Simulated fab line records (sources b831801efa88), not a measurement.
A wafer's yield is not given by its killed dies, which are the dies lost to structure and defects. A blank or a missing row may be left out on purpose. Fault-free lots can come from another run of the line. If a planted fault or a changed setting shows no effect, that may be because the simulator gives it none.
2 desks looking at one fault | flow gf180mcu | what lay behind the numbers comes last; until then each desk has only its own

## AT THE METROLOGY DESK
Lot by lot, what the gauges showed, no matter which tool ran the lot: averages of those sampled wafers that carry a number. Marked OUT: a lot whose mean sits more than 4 standard deviations from the usual mean, which makes it out of limits; the brackets give that distance.
Columns: A = TOP_METAL_ALCU_RS at GF_TOP_METAL_RS_MEAS_05, usual 0.0327 ohm/sq
lot  | first seen here | A
L167 | day 27 06:48    | 0.0327
L170 | day 28 07:59    | 0.0323
L171 | day 28 20:41    | 0.0322
L173 | day 29 07:45    | 0.0323
L174 | day 29 18:07    | 0.0327
L175 | day 29 20:42    | 0.0331
L176 | day 30 00:32    | 0.0327
L178 | day 30 17:50    | 0.0328
L179 | day 30 23:06    | 0.0330
L180 | day 31 05:32    | 0.0322
L182 | day 31 20:57    | 0.0332
L184 | day 32 05:56    | 0.0327
L187 | day 33 01:41    | 0.0324
L190 | day 33 18:45    | 0.0332
Result from this desk: across the 14 lots, nothing is out of limits.

## TOOL OWNER'S DESK, rieDiel-01
The tool's own readings at GF_PASSIVATION_ETCH_11 (etches the open film in CF4/O2, stops on TiN, target depth 2040 nm, time 453.3 s): means of the sampled wafers that have a number, for each lot that ran on this tool. Marked OUT: a lot whose mean sits more than 4 standard deviations from the usual mean, which makes it out of limits; the brackets give that distance.
Columns: A = drypumpMotorCurrentA at GF_PASSIVATION_ETCH_11, usual 5.45 A; B = oesProductAu at GF_PASSIVATION_ETCH_11, usual 0.991 a.u.; C = rfFwdPowerW at GF_PASSIVATION_ETCH_11, usual 798.8 W; D = throttleValvePct at GF_PASSIVATION_ETCH_11, usual 5.968 %
lot  | first seen here | A    | B               | C               | D
L175 | day 31 10:00    | 5.62 | 0.986           | 798.4           | 5.964
L176 | day 31 13:09    | 5.57 | 0.996           | 799.1           | 5.965
L184 | day 33 14:08    | 5.61 | 0.919 (-12) OUT | 668.6 (-52) OUT | 5.946
L187 | day 34 08:50    | 5.58 | 0.917 (-12) OUT | 669.2 (-52) OUT | 5.949
Finding of this desk: L184, L187 out of limits; the first was L184 at day 33 14:08, on oesProductAu at GF_PASSIVATION_ETCH_11. In limits: L175, L176.

## PUT TOGETHER
The tool owner's desk could have raised an alarm at day 33 14:08, on L184, L187.
Metrology desk: nothing out of limits seen.
The metrology desk has L184, L187 on record, within its limits.
Of the lots named, all ran GF_PASSIVATION_ETCH_11 on rieDiel-01.

## WHAT THE SIMULATOR HAD PUT IN
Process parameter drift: rieDiel-01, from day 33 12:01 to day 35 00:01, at GF_PASSIVATION_ETCH_11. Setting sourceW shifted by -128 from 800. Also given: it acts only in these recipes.
Lots struck among those shown: L184, L187.
Each desk's first reading out of limits, in hours after the fault started: the tool owner's desk, 2.
